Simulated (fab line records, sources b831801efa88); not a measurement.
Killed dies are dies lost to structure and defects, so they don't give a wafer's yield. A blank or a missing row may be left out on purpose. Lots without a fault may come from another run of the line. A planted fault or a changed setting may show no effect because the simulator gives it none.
fab line records | flow gf180mcu
record lots=5 wafers=15 last_day=33
route steps=602 shown M1@332 V1@335
lots that met no fault: from a run of the same line without faults
start_h: hours from the record's first day to the start of the lot's first wafer shown | wait_h: hours since the lot's step before | " the same as in the row above | L1.1+2: a row that stands for several wafers | - no value, or no start given | * or withheld: withheld | < > ~ a bound
route shown NAME@n: a module of which the file shows steps, and the number in the route of the first | usual: mean/standard deviation of fault-free wafers | same: alike in all rows | chamber/n: place in a boat | sites: the reading at each site | _std_site: their standard deviation | _edge_site: outer sites' mean less inner sites' | radius_mm: how far each site lies from the wafer's centre | mask NAME#n: copy n | behind: the tool/chamber that last shaped the wafer | hold: why the lot was held/for how many hours/how that ended | device: the transistor (n, p or np) that didn't switch | end of line: the same wafers' tests at the end of the route | a step without rows: its recipe alone | killed: dies lost to structure and defects at the first sort, not the wafer's yield | map: a wafer's dies, x killed, . not, _ none there
set.NAME: the setting as run; set.NAME@STEP: as run at that earlier step | model.NAME: the simulator's own value behind a step, which no gauge read
lots at some steps of the route; a table a step, a row a wafer
services: from which hour (start_h, from the record's first day; less than 0 if before it) a tool's chamber was out of use, for how many hours, and why
## steps
# step GF_M1_STRIP_17
# recipe chemistry=O2/N2 power_w=1400 pressure_mtorr=1500 platen_temp_c=250 o2_flow_sccm=3000 n2_flow_sccm=300 overash_fraction=0.5
# usual drypump_motor_current_A=6.09/0.28 heater_power_w=346/26 oes_product_au=0.558/0.0044 strip_time_to_endpoint_s=7.87/0.031
# columns lot.wafer tool chamber start_h wait_h drypump_motor_current_A heater_power_w oes_product_au rf_hours_counter_h strip_time_to_endpoint_s
L083.3 plasma_asher-02 0 469.01 0.1 6.51 384 0.555 - 7.89
L083.4 " 1 " " 6.00 357 0.555 - 7.87
L083.5 " 1 " " 5.99 370 0.556 - 7.89
L087.2 plasma_asher-02 0 504.88 0.1 6.50 382 0.555 8 7.87
L087.3 " 1 " " 6.01 360 0.569 - 7.87
L087.6 " 1 " " 6.01 356 0.553 - 7.84
L089.1 plasma_asher-02 1 514.82 0.1 6.00 362 0.557 9 7.85
L089.2 " 0 " " 6.52 380 0.564 9 7.89
L089.4 " 1 " " 6.01 358 0.550 - 7.91
L093.1 plasma_asher-01 1 554.96 0.1 5.48 327 0.560 49 7.85
L093.2 " 0 " " 6.17 376 0.565 49 7.87
L093.3 " 0 " " 6.13 365 0.560 - 7.89
L092.1 plasma_asher-02 1 556.17 0.1 6.01 356 0.561 14 7.89
L092.2 " 0 " " 6.49 376 0.558 14 7.84
L092.6 " 0 " " 6.50 389 0.563 - 7.86
# step GF_M1_STRIP_18
# recipe chemistry=post_etch_residue_remover time_s=1200 temp_c=72.5
# columns lot.wafer tool chamber start_h wait_h
L083.3+4+5 wet_bench-02 3 469.08 0.0
L087.2+3+6 wet_bench-01 2 504.97 0.1
L089.1+2+4 wet_bench-02 0 514.92 0.1
L093.1+2+3 wet_bench-01 0 555.06 0.1
L092.1+2+6 wet_bench-01 1 556.27 0.1
# step GF_M1_CLEAN_19
# recipe chemistry=DIW dry=n2_spin
# columns lot.wafer tool chamber start_h wait_h
L083.3+4+5 wet_bench-01 2 469.42 0.0
L087.2+3+6 wet_bench-03 0 505.32 0.0
L089.1+2+4 wet_bench-03 0 515.30 0.0
L093.1+2+3 wet_bench-03 1 555.40 0.0
L092.1+2+6 wet_bench-03 1 556.62 0.0
# step GF_V1_CVD_00
# recipe material=SiO2 target_thk_nm=600 sigma_open_frac=0.3 temp_c=400 time_s=100 sih4_flow_sccm=60 pressure_mtorr=6
# columns lot.wafer tool chamber start_h wait_h
L083.3+4+5 hdpcvd-01 0,2,0 469.52 0.0
L087.2+3+6 hdpcvd-02 2,1,1 505.42 0.0
L089.1+2+4 hdpcvd-01 1,0,1 515.39 0.0
L093.1+2+3 hdpcvd-01 0,2,1 555.50 0.0
L092.1+2+6 hdpcvd-02 2,0,2 556.71 0.0
# step GF_V1_THK_MEAS_01
# recipe reads=SiO2_of_V1_CVD_00
# usual V1_CVD_00_THK=601/8.1
# columns lot.wafer tool chamber start_h wait_h V1_CVD_00_THK[nm]
L083.3 film_metro-02 - 469.61 0.1 602
L083.4 " - " " 600
L083.5 " - " " 601
L087.2 film_metro-01 - 505.50 0.0 607
L087.3 " - " " 610
L087.6 " - " " 606
L089.1 film_metro-02 - 515.46 0.0 592
L089.2 " - " " 587
L089.4 " - " " 585
L093.1 film_metro-04 - 555.57 0.0 609
L093.2 " - " " 600
L093.3 " - " " 608
L092.1 film_metro-01 - 556.78 0.0 597
L092.2 " - " " 600
L092.6 " - " " 590
# step GF_V1_CVD_02
# recipe material=SiO2 target_thk_nm=850 precursor=TEOS temp_c=400 time_s=94.851 rf_w=600
# usual heater_power_w=650/82
# columns lot.wafer tool chamber start_h wait_h heater_power_w
L083.3 pecvd-02 0 469.65 0.0 618
L083.4 " 0 " " 673
L083.5 " 2 " " 593
L087.2 pecvd-02 2 505.55 0.0 699
L087.3 " 1 " " 702
L087.6 " 1 " " 778
L089.1 pecvd-02 2 515.52 0.1 619
L089.2 " 1 " " 668
L089.4 " 0 " " 639
L093.1 pecvd-02 2 555.63 0.1 690
L093.2 " 0 " " 537
L093.3 " 1 " " 707
L092.1 pecvd-03 2 556.84 0.1 575
L092.2 " 1 " " 748
L092.6 " 2 " " 592
# step GF_V1_THK_MEAS_03
# recipe reads=SiO2_of_V1_CVD_02
# usual V1_CVD_02_THK=849/10
# columns lot.wafer tool chamber start_h wait_h V1_CVD_02_THK[nm]
L083.3 film_metro-01 - 469.74 0.1 834
L083.4 " - " " 861
L083.5 " - " " 858
L087.2 film_metro-01 - 505.63 0.0 841
L087.3 " - " " 853
L087.6 " - " " 856
L089.1 film_metro-02 - 515.59 0.0 845
L089.2 " - " " 841
L089.4 " - " " 848
L093.1 film_metro-04 - 555.70 0.0 842
L093.2 " - " " 836
L093.3 " - " " 842
L092.1 film_metro-04 - 556.91 0.0 845
L092.2 " - " " 841
L092.6 " - " " 843
# step GF_V1_CMP_04
# recipe material=SiO2 down_force_psi=4 platen_rpm=60 pad_velocity_m_s=0.94248
# usual motor_current_A=13.2/0.73 slurry_flow_ml_min=150.0/0.44 time_to_endpoint_s=85/6.1
# columns lot.wafer tool chamber start_h wait_h motor_current_A slurry_flow_ml_min time_to_endpoint_s
L083.3 cmp-02 2 469.78 0.0 13.5 149.7 79
L083.4 " 0 " " 13.6 151.0 88
L083.5 " 3 " " 14.3 150.7 85
L087.2 cmp-02 1 505.68 0.0 13.4 149.7 79
L087.3 " 2 " " 12.9 150.6 85
L087.6 " 1 " " 13.0 149.6 86
L089.4 cmp-01 2 515.65 0.0 12.2 149.4 91
L089.2 " 3 " " 12.5 149.8 83
L089.1 " 1 " " 12.5 150.0 87
L093.1 cmp-02 1 555.81 0.1 13.6 150.7 78
L093.3 " 2 " " 13.6 150.2 79
L093.2 " 3 " " 13.9 151.0 77
L092.1 cmp-01 3 557.02 0.1 12.9 149.7 84
L092.2 " 1 " " 12.5 149.7 80
L092.6 " 2 " " 12.6 149.7 84
# step GF_V1_BOW_MEAS_05
# recipe mode=bow
# usual V1_BOW=82/8
# columns lot.wafer tool chamber start_h wait_h V1_BOW[um]
L083.3 film_metro-02 - 470.12 0.3 69
L083.4 " - " " 84
L083.5 " - " " 84
L087.2 film_metro-02 - 506.00 0.3 85
L087.3 " - " " 85
L087.6 " - " " 82
L089.1 film_metro-01 - 515.95 0.1 78
L089.2 " - " " 87
L089.4 " - " " 88
L093.1 film_metro-01 - 556.06 0.2 77
L093.2 " - " " 80
L093.3 " - " " 88
L092.1 film_metro-01 - 557.27 0.2 80
L092.2 " - " " 69
L092.6 " - " " 75
# step GF_V1_DEHYDRATE_06
# recipe temp_c=200 time_s=60
# usual chill_plate_temp_C=23.01/0.11 exhaust_pa=45.1/1 plate_temp_C=200.01/0.17
# columns lot.wafer tool chamber start_h wait_h chill_plate_temp_C exhaust_pa plate_temp_C
L083.3 litho_track-01 0 481.87 11.7 23.07 43.5 200.05
L083.4 " 0 " " 23.03 46.1 199.87
L083.5 " 0 " " 23.16 45.2 200.00
L087.2 litho_track-03 0 516.68 10.7 22.96 46.3 199.86
L087.3 " 0 " " 23.09 45.4 200.26
L087.6 " 0 " " 22.96 45.2 200.25
L089.1 litho_track-04 0 527.11 11.1 23.16 45.0 200.06
L089.2 " 0 " " 23.01 44.1 200.06
L089.4 " 0 " " 23.05 45.1 200.19
L093.1 litho_track-04 0 565.96 9.9 23.10 43.9 199.85
L093.2 " 0 " " 23.04 45.6 199.86
L093.3 " 0 " " 23.01 46.2 199.94
L092.1 litho_track-04 0 567.31 10.0 22.90 45.0 200.17
L092.2 " 0 " " 23.03 44.5 199.98
L092.6 " 0 " " 23.01 44.6 200.01
# step GF_V1_HMDS_07
# recipe prime_time_s=60 prime_temp_c=120
# usual chill_plate_temp_C=22.98/0.098 exhaust_pa=45.1/0.82 prime_temp_c=120.01/0.13
# columns lot.wafer tool chamber start_h wait_h chill_plate_temp_C exhaust_pa prime_temp_c
L083.3 litho_track-01 0 482.02 0.1 22.89 42.6 119.88
L083.4 " 0 " " 22.92 45.0 119.90
L083.5 " 0 " " 23.00 44.4 119.74
L087.2 litho_track-03 0 516.83 0.1 22.83 45.8 119.84
L087.3 " 0 " " 22.90 45.6 120.06
L087.6 " 0 " " 22.97 44.9 120.07
L089.1 litho_track-04 0 527.26 0.1 22.82 46.9 119.88
L089.2 " 0 " " 22.99 44.8 119.86
L089.4 " 0 " " 23.15 46.6 120.06
L093.1 litho_track-04 0 566.11 0.1 23.18 45.7 120.13
L093.2 " 0 " " 23.00 44.9 120.13
L093.3 " 0 " " 22.99 45.1 120.26
L092.1 litho_track-04 0 567.46 0.1 23.22 45.1 120.04
L092.2 " 0 " " 23.00 44.8 120.11
L092.6 " 0 " " 22.89 44.1 119.96
# step GF_V1_COAT_08
# recipe resist=BARC temp_c=withheld time_s=withheld spin_rpm=withheld resist_thk_nm=withheld
# usual chill_plate_temp_C=* exhaust_pa=45.2/0.91
# columns lot.wafer tool chamber start_h wait_h chill_plate_temp_C exhaust_pa
L083.3 litho_track-01 0 482.17 0.1 * 45.7
L083.4 " 0 " " * 46.2
L083.5 " 0 " " * 45.7
L087.2 litho_track-03 0 516.98 0.1 * 43.4
L087.3 " 0 " " * 43.8
L087.6 " 0 " " * 44.0
L089.1 litho_track-04 0 527.41 0.1 * 44.0
L089.2 " 0 " " * 45.5
L089.4 " 0 " " * 46.3
L093.1 litho_track-04 0 566.26 0.1 * 45.6
L093.2 " 0 " " * 45.3
L093.3 " 0 " " * 45.5
L092.1 litho_track-04 0 567.61 0.1 * 45.7
L092.2 " 0 " " * 44.8
L092.6 " 0 " " * 44.5
# step GF_V1_COAT_09
# recipe resist=KrF spin_rpm=withheld resist_thk_nm=1000
# usual chill_plate_temp_C=23.01/0.087 exhaust_pa=45.1/0.95
# columns lot.wafer tool chamber start_h wait_h chill_plate_temp_C exhaust_pa
L083.3 litho_track-01 0 - - 23.08 45.6
L083.4 " 0 " " 22.95 44.4
L083.5 " 0 " " 23.01 46.2
L087.2 litho_track-03 0 - - 23.08 44.9
L087.3 " 0 " " 23.02 45.5
L087.6 " 0 " " 23.03 44.8
L089.1 litho_track-04 0 - - 22.93 44.7
L089.2 " 0 " " 22.91 45.9
L089.4 " 0 " " 22.84 45.2
L093.1 litho_track-04 0 - - 22.84 45.4
L093.2 " 0 " " 22.95 45.8
L093.3 " 0 " " 22.94 46.0
L092.1 litho_track-04 0 - - 23.02 44.4
L092.2 " 0 " " 22.88 44.6
L092.6 " 0 " " 23.01 44.6
# step GF_V1_SOFTBAKE_10
# recipe temp_c=130 time_s=60 resist=KrF
# usual chill_plate_temp_C=23.00/0.11 exhaust_pa=45.1/0.94 plate_temp_C=130.02/0.12
# columns lot.wafer tool chamber start_h wait_h chill_plate_temp_C exhaust_pa plate_temp_C
L083.3 litho_track-01 0 - - 23.17 43.8 129.94
L083.4 " 0 " " 23.05 45.0 130.04
L083.5 " 0 " " 23.21 44.1 129.95
L087.2 litho_track-03 0 - - 22.78 45.3 130.18
L087.3 " 0 " " 22.75 45.6 130.04
L087.6 " 0 " " 22.80 44.5 130.09
L089.1 litho_track-04 0 - - 22.99 45.5 130.20
L089.2 " 0 " " 22.90 44.7 129.93
L089.4 " 0 " " 22.83 44.3 130.13
L093.1 litho_track-04 0 - - 23.17 44.2 130.11
L093.2 " 0 " " 23.02 45.8 130.00
L093.3 " 0 " " 23.11 45.3 129.88
L092.1 litho_track-04 0 - - 22.99 45.4 129.78
L092.2 " 0 " " 22.88 44.9 130.01
L092.6 " 0 " " 22.96 44.7 129.83
# step GF_V1_EXPOSE_11
# recipe mask_id=Via1 target_cd_nm=260 na=0.68 source_shape=conventional sigma_outer=0.6 dose_mj=38
# usual stage_vel_mm_s=499.98/0.28
# columns lot.wafer tool chamber start_h wait_h mask stage_vel_mm_s
L083.3 krf_scanner-01 0 - - Via1#0 499.79
L083.4 " 0 " " Via1#0 499.68
L083.5 " 0 " " Via1#0 499.60
L087.2 krf_scanner-02 0 - - Via1#0 500.27
L087.3 " 0 " " Via1#0 500.35
L087.6 " 0 " " Via1#0 500.05
L089.1 krf_scanner-02 0 - - Via1#0 499.80
L089.2 " 0 " " Via1#0 500.04
L089.4 " 0 " " Via1#0 500.15
L093.1 krf_scanner-02 0 - - Via1#0 500.03
L093.2 " 0 " " Via1#0 499.55
L093.3 " 0 " " Via1#0 499.69
L092.1 krf_scanner-01 0 - - Via1#0 500.08
L092.2 " 0 " " Via1#0 499.85
L092.6 " 0 " " Via1#0 499.43
# step GF_V1_PEB_12
# recipe peb_temp_c=135 peb_time_s=90 resist=KrF
# usual chill_plate_temp_C=22.98/0.1 exhaust_pa=44.9/0.86 plate_temp_C=135.01/0.14
# columns lot.wafer tool chamber start_h wait_h chill_plate_temp_C exhaust_pa plate_temp_C
L083.3 litho_track-01 0 - - 23.01 44.2 135.07
L083.4 " 0 " " 23.00 43.5 135.05
L083.5 " 0 " " 23.08 44.0 134.83
L087.2 litho_track-04 0 - - 23.05 46.1 135.04
L087.3 " 0 " " 22.95 46.3 134.86
L087.6 " 0 " " 22.97 45.2 134.97
L089.1 litho_track-04 0 - - 22.95 45.2 135.01
L089.2 " 0 " " 22.92 46.2 135.23
L089.4 " 0 " " 23.08 44.7 135.22
L093.1 litho_track-01 0 - - 22.89 44.5 134.93
L093.2 " 0 " " 22.92 45.4 134.87
L093.3 " 0 " " 22.97 45.2 134.96
L092.1 litho_track-04 0 - - 22.75 46.1 135.11
L092.2 " 0 " " 23.06 45.6 135.18
L092.6 " 0 " " 23.04 45.6 135.07
# step GF_V1_DEVELOP_13
# recipe develop_time_s=60 resist=KrF dev_temp_c=21
# usual chill_plate_temp_C=22.99/0.1 developer_temp_C=21.00/0.1 exhaust_pa=45.2/0.84
# columns lot.wafer tool chamber start_h wait_h chill_plate_temp_C developer_temp_C exhaust_pa
L083.3 litho_track-01 0 494.27 0.1 22.97 20.96 44.8
L083.4 " 0 " " 22.98 21.05 46.0
L083.5 " 0 " " 22.95 20.94 45.3
L087.2 litho_track-04 0 528.73 0.2 22.96 21.03 42.6
L087.3 " 0 " " 22.98 20.87 45.1
L087.6 " 0 " " 23.07 20.99 44.1
L089.1 litho_track-04 0 538.76 0.2 22.98 20.88 46.2
L089.2 " 0 " " 22.75 20.92 45.1
L089.4 " 0 " " 22.88 20.91 45.7
L093.1 litho_track-01 0 577.77 0.2 23.04 20.88 44.1
L093.2 " 0 " " 22.91 20.96 45.7
L093.3 " 0 " " 23.02 20.80 43.8
L092.1 litho_track-04 0 578.91 0.2 22.95 21.05 45.0
L092.2 " 0 " " 22.98 21.01 45.2
L092.6 " 0 " " 22.93 21.07 45.7
# step GF_V1_CD_MEAS_14
# recipe target_cd_nm=260
# usual cd_nm=260.3/1.1
# columns lot.wafer tool chamber start_h wait_h cd_nm
L083.3 cd_sem-01 - 494.41 0.1 259.6
L083.4 " - " " 259.9
L083.5 " - " " 259.6
L087.2 cd_sem-01 - 528.88 0.1 260.4
L087.3 " - " " 260.0
L087.6 " - " " 260.0
L089.1 cd_sem-01 - 538.91 0.1 260.5
L089.2 " - " " 259.9
L089.4 " - " " 259.4
L093.1 cd_sem-02 - 577.92 0.1 260.9
L093.2 " - " " 259.8
L093.3 " - " " 260.4
L092.1 cd_sem-01 - 579.06 0.1 261.7
L092.2 " - " " 262.1
L092.6 " - " " 262.2
# step GF_V1_OVL_MEAS_15
# usual V1_OVL=-1/5.2
# columns lot.wafer tool chamber start_h wait_h V1_OVL[nm]
L083.3 overlay-02 - 494.51 0.1 -10
L083.4 " - " " -5
L083.5 " - " " 0
L087.2 overlay-02 - 528.98 0.1 6
L087.3 " - " " 5
L087.6 " - " " -4
L089.1 overlay-01 - 539.03 0.1 -3
L089.2 " - " " 4
L089.4 " - " " -5
L093.1 overlay-02 - 578.04 0.1 6
L093.2 " - " " 5
L093.3 " - " " -6
L092.1 overlay-02 - 579.18 0.1 -6
L092.2 " - " " 4
L092.6 " - " " 4
# step GF_V1_ETCH_16
# recipe chemistry=N2/H2 target_depth_a=withheld overetch_a=withheld time_s=withheld target=BARC ion_energy_ev=200 source_w=500 bias_w=100 pressure_mtorr=30 n2_flow_sccm=100 h2_flow_sccm=200
# usual drypump_motor_current_A=5.8/0.36 oes_product_au=0.855/0.0047 throttle_valve_pct=13.226/0.0087
# columns lot.wafer tool chamber start_h wait_h drypump_motor_current_A oes_product_au throttle_valve_pct
L083.3 rie_diel-01 2 494.53 0.0 5.6 0.845 13.239
L083.4 " 1 " " 5.7 0.851 13.214
L083.5 " 3 " " 5.7 0.854 13.225
L087.2 rie_diel-02 0 529.01 0.0 5.2 0.862 13.223
L087.3 " 3 " " 5.9 0.852 13.225
L087.6 " 2 " " 5.8 0.856 13.223
L089.1 rie_diel-02 3 539.06 0.0 5.9 0.858 13.238
L089.2 " 0 " " 5.2 0.861 13.243
L089.4 " 2 " " 5.8 0.860 13.232
L093.1 rie_diel-01 2 578.08 0.0 5.6 0.857 13.219
L093.2 " 0 " " 5.3 0.855 13.219
L093.3 " 3 " " 5.7 0.856 13.218
L092.1 rie_diel-02 2 579.21 0.0 5.8 0.852 13.225
L092.2 " 3 " " 5.9 0.855 13.235
L092.6 " 3 " " 5.9 0.854 13.228
# step GF_V1_ETCH_17
# recipe chemistry=C4F8/O2/Ar mask_material=KrF target=SiO2 stop_on=TiN source_w=1500 bias_w=1200 pressure_mtorr=40 c4f8_flow_sccm=withheld O2_flow_sccm=6 Ar_flow_sccm=300 time_s=withheld target_depth_a=6300
# usual oes_product_au=0.848/0.0046
# columns lot.wafer tool chamber start_h wait_h oes_product_au
L083.3 rie_diel-01 2 - - 0.856
L083.4 " 1 " " 0.852
L083.5 " 3 " " 0.840
L087.2 rie_diel-02 0 - - 0.851
L087.3 " 3 " " 0.847
L087.6 " 2 " " 0.852
L089.1 rie_diel-02 3 - - 0.850
L089.2 " 0 " " 0.847
L089.4 " 2 " " 0.845
L093.1 rie_diel-01 2 - - 0.848
L093.2 " 0 " " 0.844
L093.3 " 3 " " 0.855
L092.1 rie_diel-02 2 - - 0.845
L092.2 " 3 " " 0.849
L092.6 " 3 " " 0.854
# step GF_V1_STRIP_18
# recipe chemistry=O2/N2 power_w=1400 pressure_mtorr=1500 platen_temp_c=250 o2_flow_sccm=3000 n2_flow_sccm=300 overash_fraction=0.5
# usual drypump_motor_current_A=5.8/0.52 heater_power_w=337/25 oes_product_au=0.592/0.0045
# columns lot.wafer tool chamber start_h wait_h drypump_motor_current_A heater_power_w oes_product_au rf_hours_counter_h
L083.3 plasma_asher-02 1 494.69 - 6.0 361 0.594 -
L083.4 " 0 " " 6.5 372 0.586 -
L083.5 " 1 " " 6.0 362 0.594 -
L087.2 plasma_asher-02 0 529.14 - 6.5 382 0.591 10
L087.3 " 1 " " 6.0 354 0.597 -
L087.6 " 0 " " 6.5 375 0.592 -
L089.1 plasma_asher-02 0 539.19 - 6.5 379 0.590 12
L089.2 " 1 " " 6.0 363 0.594 12
L089.4 " 0 " " 6.5 379 0.589 -
L093.1 plasma_asher-03 1 578.21 - 4.9 319 0.593 88
L093.2 " 0 " " 5.4 331 0.590 88
L093.3 " 0 " " 5.5 316 0.583 -
L092.1 plasma_asher-04 1 579.34 - 6.1 332 0.595 78
L092.2 " 0 " " 6.1 309 0.593 78
L092.6 " 1 " " 6.1 326 0.605 -
# step GF_V1_STRIP_19
# recipe chemistry=post_etch_residue_remover time_s=1200 temp_c=72.5
# columns lot.wafer tool chamber start_h wait_h
L083.3+4+5 wet_bench-02 3 494.76 0.0
L087.2+3+6 wet_bench-04 2 529.24 0.1
L089.1+2+4 wet_bench-02 0 539.29 0.1
L093.1+2+3 wet_bench-03 3 578.31 0.1
L092.1+2+6 wet_bench-02 2 579.44 0.1
# step GF_V1_CLEAN_20
# recipe chemistry=DIW dry=n2_spin
# columns lot.wafer tool chamber start_h wait_h
L083.3+4+5 wet_bench-03 3 495.13 0.0
L087.2+3+6 wet_bench-03 0 529.58 0.0
L089.1+2+4 wet_bench-03 1 539.70 0.0
L093.1+2+3 wet_bench-04 2 578.68 0.0
L092.1+2+6 wet_bench-03 3 579.78 0.0
# step GF_V1_SPUTTER_21
# recipe material=Ti target_thk_nm=15 chamber_pressure_pa=5 power_w=2446 substrate_temp_c=200 time_s=80.02
# usual throttle_valve_pct=30.1/0.99
# columns lot.wafer tool chamber start_h wait_h throttle_valve_pct
L083.3 pvd_sputter-02 - 495.23 0.0 29.8
L083.4 " - " " 30.6
L083.5 " - " " 29.6
L087.2 pvd_sputter-02 - 529.77 0.0 29.4
L087.3 " - " " 28.7
L087.6 " - " " 30.1
L089.1 pvd_sputter-02 - 539.79 0.0 30.1
L089.2 " - " " 29.7
L089.4 " - " " 28.7
L093.1 pvd_sputter-02 - 578.77 0.0 29.5
L093.2 " - " " 28.9
L093.3 " - " " 29.9
L092.1 pvd_sputter-01 - 579.88 0.0 31.6
L092.2 " - " " 29.0
L092.6 " - " " 29.3
# step GF_V1_SPUTTER_22
# recipe material=TiN target_thk_nm=10 chamber_pressure_pa=5 power_w=4000 time_s=40
# usual throttle_valve_pct=30.1/0.98
# columns lot.wafer tool chamber start_h wait_h throttle_valve_pct
L083.3 pvd_sputter-02 - 495.29 0.0 29.6
L083.4 " - " " 31.1
L083.5 " - " " 29.4
L087.2 pvd_sputter-02 - 529.83 0.0 29.7
L087.3 " - " " 28.7
L087.6 " - " " 30.1
L089.1 pvd_sputter-02 - 539.85 0.0 29.9
L089.2 " - " " 29.9
L089.4 " - " " 28.7
L093.1 pvd_sputter-02 - 578.83 0.0 29.8
L093.2 " - " " 28.8
L093.3 " - " " 30.3
L092.1 pvd_sputter-01 - 579.95 0.0 31.5
L092.2 " - " " 28.5
L092.6 " - " " 29.2
# step GF_V1_CVD_23
# recipe material=W target_thk_nm=350 time_s=105.05 temp_c=400 pressure_torr=40
# usual heater_power_w=804/110
# columns lot.wafer tool chamber start_h wait_h heater_power_w
L083.3 cvd_w-02 0 495.37 0.1 832
L083.4 " 1 " " 944
L083.5 " 1 " " 941
L087.2 cvd_w-01 1 529.87 0.0 862
L087.3 " 0 " " 663
L087.6 " 1 " " 854
L089.1 cvd_w-02 1 539.89 0.0 923
L089.2 " 0 " " 814
L089.4 " 0 " " 843
L093.1 cvd_w-01 1 578.87 0.0 843
L093.2 " 0 " " 664
L093.3 " 0 " " 656
L092.1 cvd_w-02 1 579.99 0.0 922
L092.2 " 0 " " 832
L092.6 " 0 " " 827
# step GF_V1_RS_MEAS_24
# recipe thk_meas_gauge=four-point-probe reads=W_of_V1_CVD_23+TiN_of_V1_SPUTTER_22+Ti_of_V1_SPUTTER_21
# usual V1_W_RS=0.326/0.004
# columns lot.wafer tool chamber start_h wait_h V1_W_RS[ohm/sq]
L083.3 film_metro-04 - 495.48 0.1 0.322
L083.4 " - " " 0.324
L083.5 " - " " 0.332
L087.2 film_metro-04 - 530.00 0.1 0.328
L087.3 " - " " 0.330
L087.6 " - " " 0.327
L089.1 film_metro-01 - 540.00 0.1 0.330
L089.2 " - " " 0.324
L089.4 " - " " 0.323
L093.1 film_metro-02 - 578.98 0.1 0.329
L093.2 " - " " 0.335
L093.3 " - " " 0.331
L092.1 film_metro-01 - 580.11 0.1 0.334
L092.2 " - " " 0.330
L092.6 " - " " 0.331
# step GF_V1_THK_MEAS_25
# recipe thk_meas_gauge=xrf reads=W_of_V1_CVD_23
# usual V1_W_THK=351/5.4
# columns lot.wafer tool chamber start_h wait_h V1_W_THK[nm]
L083.3 film_metro-04 - 495.58 0.1 357
L083.4 " - " " 354
L083.5 " - " " 347
L087.2 film_metro-04 - 530.11 0.1 342
L087.3 " - " " 345
L087.6 " - " " 347
L089.1 film_metro-01 - 540.12 0.1 345
L089.2 " - " " 354
L089.4 " - " " 351
L093.1 film_metro-02 - 579.10 0.1 349
L093.2 " - " " 342
L093.3 " - " " 346
L092.1 film_metro-01 - 580.23 0.1 339
L092.2 " - " " 344
L092.6 " - " " 343
## services
# columns tool chamber start_h hours kind
hdpcvd-02 - 446.02 6.0 pm
krf_scanner-02 - 450.70 1.0 pm
cvd_w-01 - 451.17 6.9 pm
rie_diel-02 - 452.75 0.2 repair
pvd_sputter-02 - 454.16 1.8 repair
pecvd-02 - 455.29 2.8 pm
cvd_w-01 0 472.56 2.0 repair
pvd_sputter-01 - 473.68 1.7 repair
cvd_w-02 0 483.28 2.1 repair
krf_scanner-02 - 485.17 0.4 repair
cvd_w-02 0 489.87 4.2 repair
cvd_w-01 0 496.93 8.1 repair
krf_scanner-01 - 498.93 0.4 repair
hdpcvd-02 - 500.77 2.8 pm
krf_scanner-02 - 503.39 0.8 pm
krf_scanner-01 - 517.98 1.3 pm
rie_diel-01 0 523.78 6.3 repair
cmp-01 - 527.73 6.5 pm
rie_diel-01 0 534.45 6.8 repair
hdpcvd-02 - 539.25 15.0 pm
krf_scanner-01 - 548.98 0.8 pm
krf_scanner-01 - 560.04 0.7 repair
wet_bench-01 - 569.04 1.9 pm
pecvd-02 0 573.47 9.3 repair
## key
fault none
